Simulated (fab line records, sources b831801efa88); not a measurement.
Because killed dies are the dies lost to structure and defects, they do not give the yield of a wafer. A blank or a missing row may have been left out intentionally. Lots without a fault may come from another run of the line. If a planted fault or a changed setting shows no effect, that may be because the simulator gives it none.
Matching of chambers :: flow sky130 :: SKY_CONTACT_CVD_00 on pecvd-02: 3 sister chambers
The step deposits Si3N4, target thk 75 nm. 3 wafers are shown with their chamber, then 7 later ones without.

## EACH WAFER AND ITS CHAMBER
wafer: L083.5
chamber: 1
heater_power_w (W): 828

wafer: L090.1
chamber: 2
heater_power_w (W): 552

wafer: L090.2
chamber: 0
heater_power_w (W): 783

## WAFERS WITH NO CHAMBER GIVEN
wafer: L090.6
heater_power_w (W): 793

wafer: L091.1
heater_power_w (W): 801

wafer: L091.3
heater_power_w (W): 597

wafer: L091.4
heater_power_w (W): 800

wafer: L096.1
heater_power_w (W): 791

wafer: L096.3
heater_power_w (W): 599

wafer: L096.4
heater_power_w (W): 797

## WHICH CHAMBER EACH ONE RAN IN
wafer: L090.6
from the rows above: can't be placed: 0 or 1
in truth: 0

wafer: L091.1
from the rows above: can't be placed: 0 or 1
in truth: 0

wafer: L091.3
from the rows above: 2
in truth: 2

wafer: L091.4
from the rows above: can't be placed: 0 or 1
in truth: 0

wafer: L096.1
from the rows above: can't be placed: 0 or 1
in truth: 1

wafer: L096.3
from the rows above: 2
in truth: 2

wafer: L096.4
from the rows above: can't be placed: 0 or 1
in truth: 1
Correct placement for 2 of the 7. Not placeable from these rows: 5 (in 5, the candidates include the true chamber). Number placed wrongly: 0.
How it was worked out, from the rows above alone: a wafer's distance from a chamber is the root of the sum, over the readings, of the square of ((its reading less the chamber's mean) divided by the reading's scatter). The wafer belongs to the nearest chamber; if the next one is less than 2 further off, it can't be placed. Each chamber's mean is taken over the wafers shown for it. The scatter (one wafer shown for each chamber): square how far every hidden wafer sits from the nearest shown wafer, average those squares and take the square root.
